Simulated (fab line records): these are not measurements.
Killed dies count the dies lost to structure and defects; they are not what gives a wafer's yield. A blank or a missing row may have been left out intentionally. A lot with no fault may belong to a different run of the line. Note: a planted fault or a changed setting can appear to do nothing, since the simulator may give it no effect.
One fault seen from 2 desks | flow gf180mcu | only its own numbers are on each desk; what lay behind them is given at the end

AT THE METROLOGY DESK
What the gauges read, lot by lot, whatever tool the lot ran on: means of the sampled wafers that have a number. The brackets show how far a lot's mean lies from the usual mean; more than 4 standard deviations puts the lot out of limits, marked OUT.
Columns: A = VT_IMPLANT_TW at GF_VT_IMPLANT_TW_MEAS_10, usual 563
lot  | first seen here | A
L987 | day 5 14:58     | 561
L988 | day 5 21:47     | 563
L990 | day 6 06:17     | 562
L991 | day 6 18:09     | 560
L992 | day 6 20:11     | 561
L993 | day 7 01:52     | 563
L100 | day 8 20:07     | 558
L102 | day 9 05:50     | 563
L103 | day 9 13:49     | 562
L104 | day 10 00:04    | 562
L107 | day 11 00:49    | 563
L109 | day 11 11:25    | 562
L108 | day 11 14:04    | 567
L110 | day 11 19:22    | 569
This desk's verdict: no lot among the 14 shows anything out of limits.

AT THE TOOL OWNER'S DESK: litho track-04
The tool's own readings at GF_LVPWELL_DEVELOP_06 (develop time 60 s): means of the sampled wafers that have a number, for each lot that ran on this tool. The brackets show how far a lot's mean lies from the usual mean; more than 4 standard deviations puts the lot out of limits, marked OUT.
Columns: A = developer temp C at GF_LVPWELL_DEVELOP_06, usual 23.00 C
lot  | first seen here | A
L990 | day 4 12:00     | 23.02
L991 | day 4 22:00     | 22.92
L992 | day 5 01:00     | 22.98
L100 | day 6 20:00     | 23.01
L102 | day 7 05:00     | 22.01 (-10) OUT
L103 | day 7 11:00     | 22.00 (-10) OUT
This desk finds L102, L103 out of limits, L102 being first, at day 7 05:00 (developer temp C at GF_LVPWELL_DEVELOP_06). In limits: L990, L991, L992, L100.

TAKEN TOGETHER
On L102, L103, at day 7 05:00, an alarm was possible from the tool owner's desk.
Metrology desk: nothing out of limits seen.
The metrology desk has L102, L103 on record, within its limits.
GF_LVPWELL_DEVELOP_06 was run on litho track-04 by each of the lots named.

WHAT THE SIMULATOR PUT IN
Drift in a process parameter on litho track-04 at GF_LVPWELL_DEVELOP_06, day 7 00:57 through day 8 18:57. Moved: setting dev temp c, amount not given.
Struck lots among those shown: L102, L103.
Hours from the fault's start to each desk's first reading out of limits: the tool owner's desk, 4.
